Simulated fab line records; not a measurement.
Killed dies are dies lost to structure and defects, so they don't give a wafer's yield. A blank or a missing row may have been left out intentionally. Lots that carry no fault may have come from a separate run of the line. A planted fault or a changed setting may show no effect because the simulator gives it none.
Struck lot and sound lot, side by side -- flow sky130 -- 16 out of 708 route steps
Sound: the wafers L282.2, L282.4, L282.5. Struck: wafers L295.3, L295.4. (L295.6 of the same lot was not struck and is left out.) The cause comes at the end.
At each step with rows: each side's tool, then ch and its chambers, then its first start. Under that, the readings that differ: sound wafers -- struck wafers -- difference of the means -- sigmas: that difference in standard deviations of wafers without a fault.
alike: readings whose means differ by less than 2 such deviations, and words and numbers that are the same on both sides. not compared: withheld readings, readings that some wafer has no value for, bounds like >300 that may hide the same value, and numbers for which the record gives no deviation and whose values overlap.
A row with sigmas, a row that says differs or no value, or rows on one side alone: a step with any of these is where the two part. Non-overlapping numbers with no deviation appear without sigmas and do not part them. A reading missing from all wafers of one side parts the sides only when that side holds two or more wafers.

SKY_POLY_CUT_ETCH_10: etches BARC in N2/H2, stops on SiO2, time 45.9 s, target depth 60 nm.
  sound on rie diel-04 ch 1,2,3, day 26 04:23; struck on rie diel-01 ch 0,3, day 29 19:53
  alike: bias w, drypump motor current A, oes product au, throttle valve pct
  not compared: rf hours counter h
SKY_POLY_CUT_ETCH_11: etches Si3N4 in CF4/CH2F2/Ar, stops on poly-Si, time 42.5 s, target depth 60 nm.
  sound on rie diel-04 ch 1,2,3, day 26 04:25; struck on rie diel-01 ch 0,3, day 29 19:55
  alike: bias w, drypump motor current A, oes product au, throttle valve pct
  not compared: rf hours counter h
SKY_POLY_CUT_STRIP_12: strips in O2/N2.
  sound on plasma asher-02 ch 0,1, day 26 04:28; struck on plasma asher-04 ch 0,1, day 29 20:00
  alike: drypump motor current A, o2 flow sccm, oes product au, strip time to endpoint s
  not compared: rf hours counter h
then, 7 steps without rows for these wafers: SKY_SD_P_DEHYDRATE_00 (time 60 s); SKY_SD_P_HMDS_01 (prime time 60 s); SKY_SD_P_COAT_02 (resist thk 1140 nm); SKY_SD_P_SOFTBAKE_03 (time 60 s); SKY_SD_P_EXPOSE_04 (exposes mask PSDM, target cd 380 nm); SKY_SD_P_PEB_05; SKY_SD_P_DEVELOP_06 (develop time 60 s).
SKY_SD_P_CD_MEAS_07 targets a cd of 380 nm.
  struck on cd sem-01, day 30 22:54; sound on cd sem-01, day 27 09:58
  alike: cd nm
SKY_SD_P_OVL_MEAS_08:
  struck on overlay-01, day 30 22:59; sound on overlay-01, day 27 10:04
  alike: SD_P_OVL
SKY_SD_P_IMPLANT_09:
  sound on implanter-03 ch 0, day 27 10:07; struck on implanter-03 ch 0, day 30 23:04
SKY_SD_P_STRIP_10: strips in O2/N2.
  sound on plasma asher-03 ch 1, day 27 10:14; struck on plasma asher-03 ch 0,1, day 30 23:11
reading,sound,struck,difference,sigmas
strip time to endpoint s (s),17.51 17.49 17.50,17.36 17.39,-0.12,-3
  alike: drypump motor current A, o2 flow sccm, oes product au
  not compared: rf hours counter h
SKY_SD_P_TW_MEAS_11:
  struck on film metro-02, day 30 23:17; sound on film metro-04, day 27 10:21
  alike: SD_P_TW
-- here the record skips 19 days between the struck wafers' starts before and after, leaving off in module SD_P and picking up in module PAD_OPEN (first step shown: number 708 of the route) --
SKY_PAD_OPEN_PROBE_99:
  struck on prober-01, day 49 13:38; sound on prober-02, day 47 01:52
reading,sound,struck,difference,sigmas
killed short,44 43 43,28 25,-17,-2
model.etest.res high po.line ohm um,734.9 753.1 754.1,810.7 813.4,+64.7,
model.etest.licon high po.rc ohm,346.1 362 356.4,403.9 402.6,+48.4,
model.etest.res high po.rs ohm sq,262.3 267.9 268.1,281 282.6,+16,
model.etest.res high po.rs ohm sq range,9.25 9.74 6.471,29.58 26.59,+19.60,
model.etest.res high po.rs ohm sq rim less centre,3.955 5.228 3.702,-2.284 -3.253,-7.063,
model.etest.res pdiff hv.rs ohm sq,196.5 195.1 197,193.6 194.8,-2.0,
  alike: killed_at_M0_to_M3, killed_at_M4_up, killed at contacts, killed at front end, killed at other, killed dies, killed open
  not compared: model.etest.res pdiff.line ohm um, model.etest.licon pdiff.rc ohm

== WHERE THEY PART ==
Earliest at SKY_SD_P_STRIP_10; latest, in this record, at SKY_PAD_OPEN_PROBE_99.

WHY: the cause the simulator had injected
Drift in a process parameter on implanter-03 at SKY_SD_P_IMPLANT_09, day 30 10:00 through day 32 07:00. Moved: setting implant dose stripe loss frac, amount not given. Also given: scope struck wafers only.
